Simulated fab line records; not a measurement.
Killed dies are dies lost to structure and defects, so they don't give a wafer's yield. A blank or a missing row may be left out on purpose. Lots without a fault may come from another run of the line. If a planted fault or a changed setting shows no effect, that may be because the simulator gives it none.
Which tool did it? | flow sky130 | 39 wafers from 13 lots sampled at 4 of the route's 708 steps

WHAT THE GAUGES READ, wafer by wafer
SKY_SD_N_CD_MEAS_07: the cd target is 380 nm.
lot  | measured     | on       | cdNm (nm)
L726 | day 27 16:10 | cdSem-01 | 379 381 380
L727 | day 29 03:05 | cdSem-01 | 384 382 384
L728 | day 29 03:16 | cdSem-02 | 382 384 381
L729 | day 29 04:58 | cdSem-02 | 382 382 381
L731 | day 29 08:34 | cdSem-01 | 378 379 380
L730 | day 29 12:08 | cdSem-01 | 380 379 382
L733 | day 30 09:34 | cdSem-02 | 378 375 378
L734 | day 30 19:59 | cdSem-01 | 386 383 386
L744 | day 33 16:43 | cdSem-02 | 377 377 379
L746 | day 34 21:16 | cdSem-02 | 383 385 384
L747 | day 35 14:37 | cdSem-01 | 382 381 381
L749 | day 36 07:22 | cdSem-02 | 379 378 374
L748 | day 36 09:37 | cdSem-02 | 382 380 381

SKY_LOCAL_INTERCONNECT_RS_MEAS_01: the measuring method here is four-point-probe.
lot  | measured     | on           | LOCAL_INTERCONNECT_TIN_RS (ohm/sq)
L726 | day 28 23:32 | filmMetro-03 | 14.24 14.17 14.21
L727 | day 30 10:10 | filmMetro-03 | 13.91 13.94 13.93
L728 | day 30 10:57 | filmMetro-03 | 13.68 13.75 13.60
L729 | day 30 12:40 | filmMetro-04 | 14.05 14.06 14.03
L731 | day 30 16:03 | filmMetro-02 | 14.26 14.26 14.26
L730 | day 30 19:40 | filmMetro-02 | 13.95 14.08 13.95
L733 | day 31 15:52 | filmMetro-04 | 14.14 13.92 14.04
L734 | day 32 02:32 | filmMetro-04 | 13.99 14.04 14.14
L744 | day 34 22:27 | filmMetro-02 | 14.03 14.14 14.04
L746 | day 36 02:58 | filmMetro-03 | 14.16 14.26 14.14
L747 | day 36 19:34 | filmMetro-03 | 14.12 13.93 13.98
L749 | day 37 12:43 | filmMetro-02 | 13.96 14.01 14.00
L748 | day 37 14:32 | filmMetro-02 | 13.94 14.02 14.22

WHICH TOOL RAN EACH LOT (tool, then ch and the chambers of the sampled wafers, then the start)
lot  | SKY_LI_CONTACT_STRIP_16             | SKY_LI_CONTACT_SPUTTER_19
L726 | plasmaAsher-04 ch 0,1, day 28 22:26 | pvdSputter-03, day 28 22:44
L727 | plasmaAsher-04 ch 0,1, day 30 09:03 | pvdSputter-03, day 30 09:20
L728 | plasmaAsher-02 ch 0,1, day 30 09:41 | pvdSputter-04, day 30 10:00
L729 | plasmaAsher-01 ch 0,1, day 30 11:24 | pvdSputter-04, day 30 11:44
L731 | plasmaAsher-04 ch 0,1, day 30 14:53 | pvdSputter-01, day 30 15:08
L730 | plasmaAsher-04 ch 0,1, day 30 18:29 | pvdSputter-01, day 30 18:47
L733 | plasmaAsher-04 ch 0,1, day 31 14:35 | pvdSputter-04, day 31 14:55
L734 | plasmaAsher-02 ch 0, day 32 01:20   | pvdSputter-01, day 32 01:38
L744 | plasmaAsher-02 ch 0,1, day 34 21:17 | pvdSputter-03, day 34 21:33
L746 | plasmaAsher-02 ch 0,1, day 36 01:50 | pvdSputter-03, day 36 02:08
L747 | plasmaAsher-02 ch 1, day 36 18:27   | pvdSputter-04, day 36 18:44
L749 | plasmaAsher-04 ch 0,1, day 37 11:35 | pvdSputter-01, day 37 11:53
L748 | plasmaAsher-04 ch 0,1, day 37 13:26 | pvdSputter-03, day 37 13:44
- SKY_LI_CONTACT_STRIP_16: strips in O2/N2.
- SKY_LI_CONTACT_SPUTTER_19: material Ti, target thk 20 nm, time 106.37 s.

AS READ BY THE TOOLS THEMSELVES (means over the sampled wafers that have a number; for cases with no such wafer, the mark the record gives instead)
SKY_LI_CONTACT_STRIP_16.
lot  | tool           | drypumpMotorCurrentA (A) | oesProductAu (a.u.) | stripTimeToEndpointS (s)
L726 | plasmaAsher-04 | 6.3                      | 0.381               | 3.540
L727 | plasmaAsher-04 | 6.3                      | 0.374               | 3.545
L728 | plasmaAsher-02 | 5.2                      | 0.376               | 3.502
L729 | plasmaAsher-01 | 5.8                      | 0.379               | 3.466
L731 | plasmaAsher-04 | 6.1                      | 0.376               | 3.512
L730 | plasmaAsher-04 | 6.3                      | 0.369               | 3.475
L733 | plasmaAsher-04 | 6.2                      | 0.378               | 3.526
L734 | plasmaAsher-02 | 5.7                      | 0.380               | 3.540
L744 | plasmaAsher-02 | 5.4                      | 0.373               | 3.521
L746 | plasmaAsher-02 | 5.2                      | 0.373               | 3.517
L747 | plasmaAsher-02 | 4.9                      | 0.377               | 3.502
L749 | plasmaAsher-04 | 6.2                      | 0.373               | 3.485
L748 | plasmaAsher-04 | 6.1                      | 0.374               | 3.480

SKY_LI_CONTACT_SPUTTER_19.
lot  | tool          | cathodeDcPowerW (W) | throttleValvePct (%)
L726 | pvdSputter-03 | 2500.2              | 30.3
L727 | pvdSputter-03 | 2499.9              | 29.0
L728 | pvdSputter-04 | 2500.3              | 29.3
L729 | pvdSputter-04 | 2499.8              | 30.9
L731 | pvdSputter-01 | 2500.3              | 30.9
L730 | pvdSputter-01 | 2499.9              | 31.2
L733 | pvdSputter-04 | 2559.3              | 30.1
L734 | pvdSputter-01 | 2500.0              | 30.6
L744 | pvdSputter-03 | 2500.1              | 30.2
L746 | pvdSputter-03 | 2500.2              | 29.7
L747 | pvdSputter-04 | 2499.4              | 29.8
L749 | pvdSputter-01 | 2499.8              | 30.8
L748 | pvdSputter-03 | 2500.3              | 30.5

THE ANSWER, worked out from the rows above alone
Rule: usual is defined by the lots themselves. Put in order of their means at a reading, lots are off if they are a third of the lots or fewer, leave a main group of 4 or more, and stand apart from it by a gap of 3 or more times the standard deviation of the main group's means; of several such gaps the widest counts. Not used: any main group whose means are identical at the precision the tables above print for the reading. A lot without any number at a reading at which 4 lots or more have one is off too. The other lots that the step has rows for count as sound. Order of review: gauges by route order, followed by the tools' own readings, for which a lot's mean as printed above is used. The first step at which some lot is off is used, and at that step the reading that is off furthest; a lot without a number counts as furthest.
Off: L733 (SKY_LI_CONTACT_SPUTTER_19, cathodeDcPowerW). Main group: mean 2500.0 W, sd 0.26.
A tool fits if, at that step or a process step before it, it ran every lot that is off, and no sound lot after the first of them. Of those tried, none fits.

WHAT HAD BEEN PUT IN BY THE SIMULATOR
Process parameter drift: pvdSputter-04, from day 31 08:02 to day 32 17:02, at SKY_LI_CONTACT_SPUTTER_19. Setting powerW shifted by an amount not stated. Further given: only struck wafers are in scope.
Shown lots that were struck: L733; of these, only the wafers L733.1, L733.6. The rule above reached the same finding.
